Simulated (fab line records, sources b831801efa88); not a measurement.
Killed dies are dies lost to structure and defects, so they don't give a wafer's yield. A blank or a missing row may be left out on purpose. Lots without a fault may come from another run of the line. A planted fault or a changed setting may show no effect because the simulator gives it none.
Split-lot experiment | flow sky130 | 5 lots, 23 wafers read, on a route of 708 steps

THE SPLIT
At SKY_SONOS_ONO_EXPOSE_10 (exposes mask ONOM, target cd 410 nm), the setting dose_mj was moved away from the recipe's 150 on 9 of the 23 wafers read, by -5.5% to +6.4%. The other wafers ran this setting at the recipe's value.

FROM THE SPLIT TO THE READING: what the file shows between them, 2 steps
- SKY_SONOS_ONO_PEB_11
- SKY_SONOS_ONO_DEVELOP_12: develop time 60 s

THE READING
cd_nm, in nm, at SKY_SONOS_ONO_CD_MEAS_13 (target cd 410 nm). Fault-free wafers of this fab line usually give 409.9 nm, standard deviation 1.7 nm.

wafer  | tool, chamber at the split | dose_mj as run | against the recipe | cd_nm, nm | against lot-mates on the recipe
L074.1 | iline_stepper-01, 0        | 141.8          | -5.5%              | 427.1     | +14.1
L074.2 | iline_stepper-01, 0        | 150            | recipe             | 412.8     | -
L074.3 | iline_stepper-01, 0        | 150            | recipe             | 412.7     | -
L074.4 | iline_stepper-01, 0        | 141.8          | -5.5%              | 427.3     | +14.3
L074.6 | iline_stepper-01, 0        | 150            | recipe             | 413.5     | -
L076.2 | iline_stepper-02, 0        | 150            | recipe             | 408.7     | -
L076.3 | iline_stepper-02, 0        | 159.6          | +6.4%              | 392.7     | -16.5
L076.4 | iline_stepper-02, 0        | 150            | recipe             | 408.6     | -
L076.5 | iline_stepper-02, 0        | 150            | recipe             | 410.3     | -
L076.6 | iline_stepper-02, 0        | 159.6          | +6.4%              | 394.3     | -14.9
L078.1 | iline_stepper-02, 0        | 153.4          | +2.3%              | 402.9     | -8.0
L078.2 | iline_stepper-02, 0        | 153.4          | +2.3%              | 403.1     | -7.8
L078.3 | iline_stepper-02, 0        | 150            | recipe             | 410.5     | -
L078.4 | iline_stepper-02, 0        | 150            | recipe             | 411.2     | -
L078.6 | iline_stepper-02, 0        | 153.4          | +2.3%              | 403.5     | -7.4
L080.2 | iline_stepper-01, 0        | 150            | recipe             | 408.6     | -
L080.4 | iline_stepper-01, 0        | 150            | recipe             | 407.9     | -
L080.6 | iline_stepper-01, 0        | 150            | recipe             | 406.3     | -
L084.1 | iline_stepper-01, 0        | 150            | recipe             | 411.2     | -
L084.2 | iline_stepper-01, 0        | 150            | recipe             | 409.8     | -
L084.3 | iline_stepper-01, 0        | 157.3          | +4.9%              | 399.3     | -11.6
L084.4 | iline_stepper-01, 0        | 150            | recipe             | 411.7     | -
L084.6 | iline_stepper-01, 0        | 157.3          | +4.9%              | 396.9     | -14.0

THE FIT
A straight line over all 23 wafers: cd_nm changes by -2.79 nm for each +1% of dose_mj; r = -0.98; the points scatter about the line by 1.9 nm.
The same after taking each lot's own level away (the mean of its wafers on the recipe; 23 wafers): -2.59 nm for each +1%; r = -0.99; scatter 1 nm.
On that fit, the largest move of dose_mj shifts the reading by 17 nm.
The lots' own levels span 407.60 to 413.00 nm, that is 3.2 times the standard deviation above.
So the lot-to-lot level changes the slope little: the two slopes agree.
Check: with one of the wafers moved furthest among these (+6.4%) left out of the fit, the line predicts -16.8 nm for it against its lot-mates. It came out at -16.5 nm against them.

OTHER SPLITS ON THESE WAFERS
These wafers also went through other splits before the reading. Each is held against what the fit with the lots' levels taken away leaves over:
other split on the same wafers           | wafers away from the commonest value | r with cd_nm (lot level and that fit taken away)
SKY_NWELL_IMPLANT_24 dose_cm2            | 8                                    | +0.62
SKY_VT_ADJUST_LVTN_COAT_02 resist_thk_nm | 9                                    | +0.00
SKY_VT_ADJUST_HVTR_COAT_02 spin_rpm      | 10                                   | -0.14
SKY_VT_ADJUST_HVTR_IMPLANT_09 energy_kev | 4                                    | +0.03
SKY_SONOS_TUNNEL_DEVELOP_06 dev_temp_c   | 9                                    | -0.15
SKY_SONOS_ONO_CVD_02 time_s              | 18                                   | +0.13

THE WHOLE CHAIN: every reading that the file lists as answering this split, in the file's order
step                     | what it does                                                       | reading                                                          | change (the file's fit)              | r (the file's)
SKY_SONOS_ONO_CD_MEAS_13 | target cd 410 nm                                                   | cd_nm                                                            | -2.59 nm for each +1% of the setting | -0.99
SKY_SONOS_ONO_ETCH_15    | etches the open film in CHF3/O2, target depth 19.52 nm, time 7.8 s | SONOS_ONO.cd_nm (the simulator's own value, which no gauge read) | -2.59 nm for each +1% of the setting | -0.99

THE FILE'S OWN FIT
cd_nm changes by -2.59 nm for each +1% of dose_mj, r = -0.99.
